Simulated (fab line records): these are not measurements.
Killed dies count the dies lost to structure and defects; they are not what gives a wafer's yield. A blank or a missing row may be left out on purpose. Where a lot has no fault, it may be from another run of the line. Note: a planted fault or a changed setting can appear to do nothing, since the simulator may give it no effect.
One fault seen from 2 desks ; flow gf180mcu ; numbers are kept per desk, each desk with only its own; the story behind them comes last

## AT THE METROLOGY DESK
What the gauges read for every lot (on any tool): the sampled wafers with a number, averaged. If a lot's mean is further than 4 standard deviations from the usual mean, the lot is out of limits and carries the mark OUT (the distance appears in the brackets).
Columns: A = V4_W_RS at GF_V4_RS_MEAS_24, usual 0.328 ohm/sq; B = MIM_CVD_05_THK at GF_MIM_THK_MEAS_06, usual 42.1 nm
lot;first seen here;A;B
L809;day 24 20:24;0.320;42.1
L810;day 24 22:47;0.319;42.1
L812;day 26 01:48;0.319;42.4
L813;day 26 03:04;0.321;40.6
L814;day 26 20:50;0.332;41.9
L816;day 27 03:40;0.329;42.4
L818;day 27 22:17;0.336;42.2
L823;day 29 11:43;0.319;42.5
L824;day 29 21:31;0.320;41.9
L825;day 29 21:35;0.332;42.3
L826;day 30 03:10;0.323;42.7
L831;day 31 11:46;0.334;43.1
Finding of this desk: none of the 12 lots has anything out of limits.

## THE TOOL OWNER'S DESK: pecvd-02
The tool's own readings at GF_MIM_CVD_05 (deposits Si3N4, target thk 42 nm, time 29.086 s): means of the sampled wafers that have a number, for each lot that ran on this tool. If a lot's mean is further than 4 standard deviations from the usual mean, the lot is out of limits and carries the mark OUT (the distance appears in the brackets).
Columns: A = heater power w at GF_MIM_CVD_05, usual 669 W; B = run length s at GF_MIM_CVD_05, usual 57.0 s
lot;first seen here;A;B
L812;day 26 02:30;686;57.4
L813;day 26 03:46;668;56.2
L825;day 29 22:17;697;57.1
L826;day 30 03:52;669;57.5
L831;day 31 12:27;571;57.2
Finding of this desk: none of the 5 lots has anything out of limits.

## ALL TOGETHER
Metrology desk: nothing out of limits seen.
Nothing out of limits was seen by the tool owner's desk.

## WHAT THE SIMULATOR HAD PUT IN
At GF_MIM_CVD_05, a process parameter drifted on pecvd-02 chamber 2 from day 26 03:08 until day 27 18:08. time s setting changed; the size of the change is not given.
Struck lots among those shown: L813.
